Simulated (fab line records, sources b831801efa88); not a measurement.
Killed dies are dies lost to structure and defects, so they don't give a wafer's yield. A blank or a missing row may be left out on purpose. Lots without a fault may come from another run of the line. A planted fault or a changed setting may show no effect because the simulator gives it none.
A struck lot beside a sound one | flow sfq_line | 14 steps out of a route of 325
Sound: wafers L856.1, L856.3, L856.4. Struck: wafers L874.3, L874.4, L874.5. The cause comes at the end.
At each step with rows: each side's tool, then ch and its chambers, then its first start. Under that, the readings that differ: sound wafers | struck wafers | difference of the means | sigmas: that difference in standard deviations of wafers without a fault.
alike: readings whose means differ by less than 2 such deviations, and words and numbers that are the same on both sides. not compared: withheld readings, readings that some wafer has no value for, bounds like >300 that may hide the same value, and numbers for which the record gives no deviation and whose values overlap.
The two part at a step that has a row with sigmas, a row that says differs or no value, or rows on one side only. Numbers that don't overlap but have no deviation are shown without sigmas and don't part them. A reading that every wafer of one side lacks parts them only if that side has two wafers or more.

first, 6 steps without rows for these wafers: SFQ_TRILAYER_M0_LITHO_COAT_026 (resist thk 62 nm); SFQ_TRILAYER_M0_LITHO_COAT_021 (resist thk 600 nm); SFQ_TRILAYER_M0_LITHO_SOFTBAKE_025; SFQ_TRILAYER_M0_LITHO_EXPOSE_022 (exposes mask M0, target cd 500 nm); SFQ_TRILAYER_M0_LITHO_PEB_024 (peb time 60 s); SFQ_TRILAYER_M0_LITHO_DEVELOP_023 (time 60 s).
SFQ_M0_OVL_MEAS_906:
  sound on overlay-01, day 6 16:13; struck on overlay-02, day 12 05:32
  reading     | sound   | struck | difference | sigmas
  M0_OVL (nm) | -2 1 -3 | 9 5 14 | +11        | +2
SFQ_TRILAYER_M0_BARC_OPEN_METAL_ETCH_031: etches BARC in O2, target depth 125 nm, time 41.7 s.
  sound on rie_metal-03 ch 0,1, day 6 16:15; struck on rie_metal-03 ch 0,1, day 12 05:34
  alike: drypump_motor_current_A, oes_product_au
  not compared: rf_hours_counter_h
SFQ_TRILAYER_M0_ETCH_METAL_ETCH_024: etches Nb in Cl2/Ar, stops on SiO2, target depth 240 nm, time 120 s.
  sound on rie_metal-03 ch 0,1, day 6 16:19; struck on rie_metal-03 ch 0,1, day 12 05:40
  alike: drypump_motor_current_A, oes_product_au
  not compared: rf_hours_counter_h
SFQ_TRILAYER_M0_STRIP_STRIP_025: strips in O2.
  sound on rie_metal-03 ch 0,1, day 6 16:26; struck on rie_metal-03 ch 0,1, day 12 05:56
  alike: drypump_motor_current_A, oes_product_au
  not compared: rf_hours_counter_h
then, 1 step without rows for these wafers: SFQ_TRILAYER_M0_STRIP_SOLV_CLEAN_026 (cleans in NMP, time 600 s).
SFQ_TRILAYER_I0_DEP_PECVD_027: deposits SiO2 from SiH4/N2O, time 111.11 s, target thk 500 nm.
  sound on pecvd-03 ch 0,1,2, day 6 17:13; struck on pecvd-03 ch 1,2, day 12 06:41
  alike: heater_power_w, showerhead_vpp_V, throttle_valve_pct
SFQ_TRILAYER_I0_CMP_CMP_028: polishes SiO2.
  sound on cmp-01 ch 0,2,3, day 6 19:11; struck on cmp-02 ch 0,1,2, day 12 08:17
  reading                | sound             | struck            | difference | sigmas
  platen_rpm (rpm)       | 60.04 59.95 60.02 | 54.00 54.09 53.96 | -5.99      | -99 or more
  time_to_endpoint_s (s) | 210 207 220       | 232 226 235       | +19        | +2
  alike: motor_current_A
SFQ_I0_BOW_MEAS_907:
  sound on film_metro-01, day 6 21:41; struck on film_metro-04, day 12 10:50
  alike: I0_BOW

WHERE THEY PART
First at SFQ_M0_OVL_MEAS_906; last, within this record, at SFQ_TRILAYER_I0_CMP_CMP_028. Later steps at which nothing parts them and some readings are alike: SFQ_I0_BOW_MEAS_907.

WHY: what the simulator had put in
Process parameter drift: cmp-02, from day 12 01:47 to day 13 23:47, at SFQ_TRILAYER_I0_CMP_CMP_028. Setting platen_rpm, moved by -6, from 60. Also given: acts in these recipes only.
